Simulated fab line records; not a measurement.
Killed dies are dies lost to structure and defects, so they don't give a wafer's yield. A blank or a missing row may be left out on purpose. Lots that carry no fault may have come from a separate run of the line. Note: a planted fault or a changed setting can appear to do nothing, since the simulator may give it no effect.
What tool caused it? :: flow sky130 :: Sampling: 6 lots, 18 wafers, 2 of 708 route steps

## WHAT THE GAUGES READ, wafer by wafer
SKY_VIA2_CD_MEAS_12: the cd target is 200 nm.
lot: L934
measured: day 37 08:56
on: cd sem-01
cd nm (nm): 200.2 200.0 199.8

lot: L936
measured: day 37 19:10
on: cd sem-01
cd nm (nm): 198.7 199.1 198.9

lot: L938
measured: day 38 09:44
on: cd sem-02
cd nm (nm): 198.9 200.2 200.6

lot: L941
measured: day 39 14:32
on: cd sem-02
cd nm (nm): 199.0 198.0 199.8

lot: L947
measured: day 41 03:25
on: cd sem-02
cd nm (nm): 198.2 199.0 200.5

lot: L953
measured: day 42 13:41
on: cd sem-01
cd nm (nm): 198.3 199.3 198.2

## WHICH TOOL RAN EACH LOT (tool, then ch and the chambers of the sampled wafers, then the start)
lot: L934
SKY_METAL2_DESCUM_17: rie metal-01 ch 0,1, day 36 04:56

lot: L936
SKY_METAL2_DESCUM_17: rie metal-01 ch 0,1, day 36 15:46

lot: L938
SKY_METAL2_DESCUM_17: rie metal-03 ch 0,1, day 37 07:17

lot: L941
SKY_METAL2_DESCUM_17: rie metal-03 ch 0,1, day 38 13:17

lot: L947
SKY_METAL2_DESCUM_17: rie metal-01 ch 0,1, day 40 01:31

lot: L953
SKY_METAL2_DESCUM_17: rie metal-03 ch 0,1, day 41 12:35
- SKY_METAL2_DESCUM_17: chemistry O2, time 8 s.

## THE ANSWER, worked out from the rows above alone
Rule: the usual values come from the lots themselves. Put in order of their means at a reading, lots are off if they are a third of the lots or fewer, leave a main group of 4 or more, and stand apart from it by a gap of 3 or more times the standard deviation of the main group's means; of several such gaps the widest counts. A main group is skipped when, at the precision printed for the reading in the tables above, its means are all equal. Also off: a lot with no number at a reading for which 4 or more lots have one. All remaining lots with rows at the step are treated as sound.
None of the lots is off at any reading shown; this tells nothing.

## WHAT THE SIMULATOR HAD PUT IN
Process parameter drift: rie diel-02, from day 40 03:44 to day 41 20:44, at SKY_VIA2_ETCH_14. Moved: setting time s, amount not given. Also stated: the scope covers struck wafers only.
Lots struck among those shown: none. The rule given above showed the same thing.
